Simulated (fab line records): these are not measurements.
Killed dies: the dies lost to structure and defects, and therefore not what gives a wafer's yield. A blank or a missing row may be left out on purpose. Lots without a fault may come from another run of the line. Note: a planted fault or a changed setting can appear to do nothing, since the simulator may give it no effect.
2 desks, one fault | flow sky130 | only its own numbers are on each desk; what lay behind them is given at the end

## DESK OF THE TOOL OWNER: hdpcvd-01
The tool's own readings at SKY_CONTACT_HDPCVD_02 (deposits SiO2, target thk 565 nm, time 94.2 s): means of the sampled wafers that have a number, for each lot that ran on this tool. If a lot's mean is further than 4 standard deviations from the usual mean, the lot is out of limits and carries the mark OUT (the distance appears in the brackets).
Columns: A = run length s at SKY_CONTACT_HDPCVD_02, usual 122.4 s
lot  | first seen here | A
L758 | day 30 13:35    | 122.4
L761 | day 31 15:32    | 122.3
L764 | day 33 11:03    | 122.6
L766 | day 33 14:57    | 122.3
L768 | day 34 10:11    | 122.3
L771 | day 35 00:52    | 119.2 (-7.3) OUT
L773 | day 35 15:25    | 119.2 (-7.3) OUT
Finding of this desk: L771, L773 out of limits; the first was L771 at day 35 00:52, on run length s at SKY_CONTACT_HDPCVD_02. In limits: L758, L761, L764, L766, L768.

## METROLOGY DESK
Means of the sampled wafers that have a number, per lot and without regard to the tool the lot ran on: this is what the gauges read. If a lot's mean is further than 4 standard deviations from the usual mean, the lot is out of limits and carries the mark OUT (the distance appears in the brackets).
Columns: A = CONTACT_HDPCVD_THK at SKY_CONTACT_THK_MEAS_03, usual 565 nm; B = CONTACT_W_RS at SKY_CONTACT_RS_MEAS_25, usual 0.337 ohm/sq
lot  | first seen here | A   | B
L758 | day 30 13:39    | 560 | 0.339
L759 | day 31 06:37    | 568 | 0.342
L761 | day 31 15:36    | 563 | 0.339
L764 | day 33 11:08    | 561 | 0.337
L765 | day 33 12:47    | 565 | 0.343
L766 | day 33 15:01    | 562 | 0.327
L768 | day 34 10:16    | 563 | 0.330
L769 | day 34 18:01    | 568 | 0.340
L770 | day 34 23:41    | 566 | 0.330
L771 | day 35 00:59    | 539 | 0.338
L772 | day 35 09:28    | 565 | 0.330
L773 | day 35 15:29    | 544 | 0.337
Result from this desk: across the 12 lots, nothing is out of limits.

## TAKEN TOGETHER
On L771, L773, at day 35 00:52, an alarm was possible from the tool owner's desk.
The metrology desk saw nothing out of limits.
The metrology desk holds a record of L771, L773, inside its limits.
The lots listed all ran SKY_CONTACT_HDPCVD_02 on hdpcvd-01.

## WHAT THE SIMULATOR HAD PUT IN
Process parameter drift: hdpcvd-01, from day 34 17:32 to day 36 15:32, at SKY_CONTACT_HDPCVD_02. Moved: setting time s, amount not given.
Shown lots that were struck: L771, L773.
How many hours passed from the start of the fault until each desk's first out-of-limits reading: the tool owner's desk, 7.
